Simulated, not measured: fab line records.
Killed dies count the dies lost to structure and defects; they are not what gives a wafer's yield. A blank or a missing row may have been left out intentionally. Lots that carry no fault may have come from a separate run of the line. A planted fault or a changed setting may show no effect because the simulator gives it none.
Struck lot and sound lot, side by side    flow sky130    15 out of 708 route steps
Sound: these wafers, L610.1, L610.3, L610.6. Wafers struck: L601.1, L601.3, L601.5. Last of all comes the cause.
Each step with rows lists, per side, the tool, then ch with its chambers, then its first start. Under that, the readings that differ: sound wafers    struck wafers    difference of the means    sigmas: that difference in standard deviations of wafers without a fault.
alike: readings with means less than 2 such deviations apart, plus words and numbers identical on both sides. not compared: withheld readings, readings lacking a value on some wafer, bounds such as >300 that could conceal the same value, and numbers that have no deviation in the record and whose values overlap.
The two part at a step that has a row with sigmas, a row that says differs or no value, or rows on one side only. When numbers do not overlap yet have no deviation, they are printed without sigmas and do not part them. A reading that every wafer of one side lacks parts them only if that side has two wafers or more.

first, 5 steps without rows for these wafers: SKY_SONOS_TUNNEL_COAT_02 (resist thk 1140 nm); SKY_SONOS_TUNNEL_SOFTBAKE_03 (time 60 s); SKY_SONOS_TUNNEL_EXPOSE_04 (exposes mask TUNM, target cd 410 nm); SKY_SONOS_TUNNEL_PEB_05; SKY_SONOS_TUNNEL_DEVELOP_06 (develop time 60 s).
SKY_SONOS_TUNNEL_CD_MEAS_07 targets a cd of 410 nm.
  sound on cd_sem-02, day 17 10:23; struck on cd_sem-02, day 14 06:35
  alike: cd_nm
SKY_SONOS_TUNNEL_OVL_MEAS_08:
  sound on overlay-01, day 17 10:31; struck on overlay-01, day 14 06:43
  alike: SONOS_TUNNEL_OVL
then, 3 steps without rows for these wafers: SKY_SONOS_TUNNEL_IMPLANT_09; SKY_SONOS_TUNNEL_WET_ETCH_10 (etches SiO2 in dHF, target depth 14 nm, time 280 s); SKY_SONOS_TUNNEL_STRIP_11 (strips in SPM, time 600 s).
SKY_SONOS_TUNNEL_TW_MEAS_12:
  sound on film_metro-03, day 17 10:58; struck on film_metro-02, day 14 07:12
  alike: SONOS_TUNNEL_TW
then, 1 step without rows for these wafers: SKY_SONOS_TUNNEL_CLEAN_13 (cleans in dHF, time 20 s).
SKY_SONOS_ONO_OXIDATION_00: stabilise 600 s, purge 300 s, target thk 2.6 nm.
  sound on furnace-01 ch 0, day 17 12:01; struck on furnace-01 ch 0, day 14 07:29
reading                                           sound              struck             difference  sigmas
spike_tc_bottom_C (C)                             823.8 824.3 823.7  833.3 829.5 831.9  +7.6        +4
spike_tc_centre_C (C)                             803.9 803.4 800.4  808.8 808.9 808.0  +6.0        +5
spike_tc_lower_C (C)                              798.3 799.4 799.4  809.1 806.2 807.7  +8.6        +7
spike_tc_top_C (C)                                815 814 815        824 823 821        +8          +2
spike_tc_upper_C (C)                              801.6 801.5 802.7  807.1 808.9 808.0  +6.1        +4
model.SiO2_of_SONOS_ONO_OXIDATION_00.thk_nm (nm)  2.546 2.616 2.586  2.874 2.889 2.876  +0.297      
  alike: tube_center_temp_C
SKY_SONOS_ONO_THK_MEAS_01:
  sound on film_metro-03, day 17 13:22; struck on film_metro-01, day 14 09:03
reading                       sound           struck          difference  sigmas
SONOS_ONO_OXIDATION_THK (nm)  2.53 2.61 2.52  2.88 2.92 2.80  +0.31       +5
  not compared: hold
-- a jump in the record: the struck wafers' starts before and after are 33 days apart (it breaks off in module SONOS_ONO and resumes in module PAD_OPEN, where the first step shown is number 708 of the route) --
SKY_PAD_OPEN_PROBE_99:
  sound on prober-02, day 50 01:56; struck on prober-01, day 47 20:09
reading                            sound                 struck                difference  sigmas
model.etest.sonos_erased.vt_v (V)  -2.407 -2.312 -2.317  -2.177 -2.193 -2.197  +0.156      
  alike: killed_at_M0_to_M3, killed_at_M4_up, killed_at_contacts, killed_at_front_end, killed_at_other, killed_dies, killed_on_rim, killed_open, killed_short
  not compared: model.etest.sonos_erased.drive_ua_um, model.etest.cap_ono.gate_log10_a_cm2, model.etest.cap_ono.tox_acc_nm, model.etest.sonos_baked.vt_less_v

WHERE THEY PART
At SKY_SONOS_ONO_OXIDATION_00 first; at SKY_SONOS_ONO_THK_MEAS_01 last (within this record only). Later steps at which nothing parts them and some readings are alike: SKY_PAD_OPEN_PROBE_99.

WHY: what the simulator had put in
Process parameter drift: furnace-01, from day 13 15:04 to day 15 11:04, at SKY_SONOS_ONO_OXIDATION_00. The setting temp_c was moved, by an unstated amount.
